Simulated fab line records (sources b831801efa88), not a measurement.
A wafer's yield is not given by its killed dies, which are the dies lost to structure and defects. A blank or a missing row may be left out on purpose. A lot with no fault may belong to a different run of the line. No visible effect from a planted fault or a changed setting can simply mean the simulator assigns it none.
Which of the tools did it? ; flow sky130 ; 36 wafers from 12 lots sampled at 2 of the route's 708 steps

## WHAT EACH GAUGE READ, for each wafer
SKY_VIA2_CD_MEAS_12 targets a cd of 200 nm.
lot;measured;on;cd nm (nm)
L075;day 36 11:31;cd sem-01;199.0 198.5 198.4
L077;day 37 05:14;cd sem-01;201.1 198.9 200.9
L079;day 37 14:55;cd sem-02;196.9 196.9 195.2
L081;day 38 14:40;cd sem-02;199.9 200.3 198.5
L083;day 39 03:58;cd sem-01;199.8 200.4 201.2
L085;day 39 20:04;cd sem-01;200.0 199.9 200.7
L087;day 40 16:49;cd sem-01;197.6 198.1 197.4
L088;day 40 23:03;cd sem-02;199.6 198.4 198.4
L092;day 41 16:56;cd sem-02;198.7 198.1 201.3
L093;day 41 23:13;cd sem-02;200.5 201.1 200.3
L095;day 42 13:23;cd sem-01;197.9 196.9 197.3
L097;day 42 23:25;cd sem-02;200.9 199.4 199.1

## EACH LOT AND THE TOOL THAT RAN IT (in order: tool; ch and the chambers of the sampled wafers; start)
lot;SKY_VIA2_CMP_02
L075;cmp-01 ch 0,1,2, day 35 08:23
L077;cmp-02 ch 0,1,3, day 36 02:35
L079;cmp-02 ch 0,1,2, day 36 11:53
L081;cmp-01 ch 0,2,3, day 37 12:14
L083;cmp-01 ch 1,2,3, day 38 02:26
L085;cmp-01 ch 0,1, day 38 18:28
L087;cmp-01 ch 1,2,3, day 39 15:41
L088;cmp-01 ch 1,2,3, day 39 22:02
L092;cmp-01 ch 0,1,3, day 40 17:03
L093;cmp-02 ch 0,2,3, day 40 23:24
L095;cmp-02 ch 0,3, day 41 13:32
L097;cmp-02 ch 1,3, day 41 23:45
- SKY_VIA2_CMP_02: polishes SiO2.

## THE ANSWER, worked out from the rows above alone
Rule: usual is defined by the lots themselves. Put in order of their means at a reading, lots are off if they are a third of the lots or fewer, leave a main group of 4 or more, and stand apart from it by a gap of 3 or more times the standard deviation of the main group's means; of several such gaps the widest counts. Not used: any main group whose means are identical at the precision the tables above print for the reading. Also off: a lot with no number at a reading for which 4 or more lots have one. Where the step has rows for the other lots, those lots are counted as sound.
Nothing can be told from this: no lot is off at any reading shown.

## WHAT WAS PUT IN BY THE SIMULATOR
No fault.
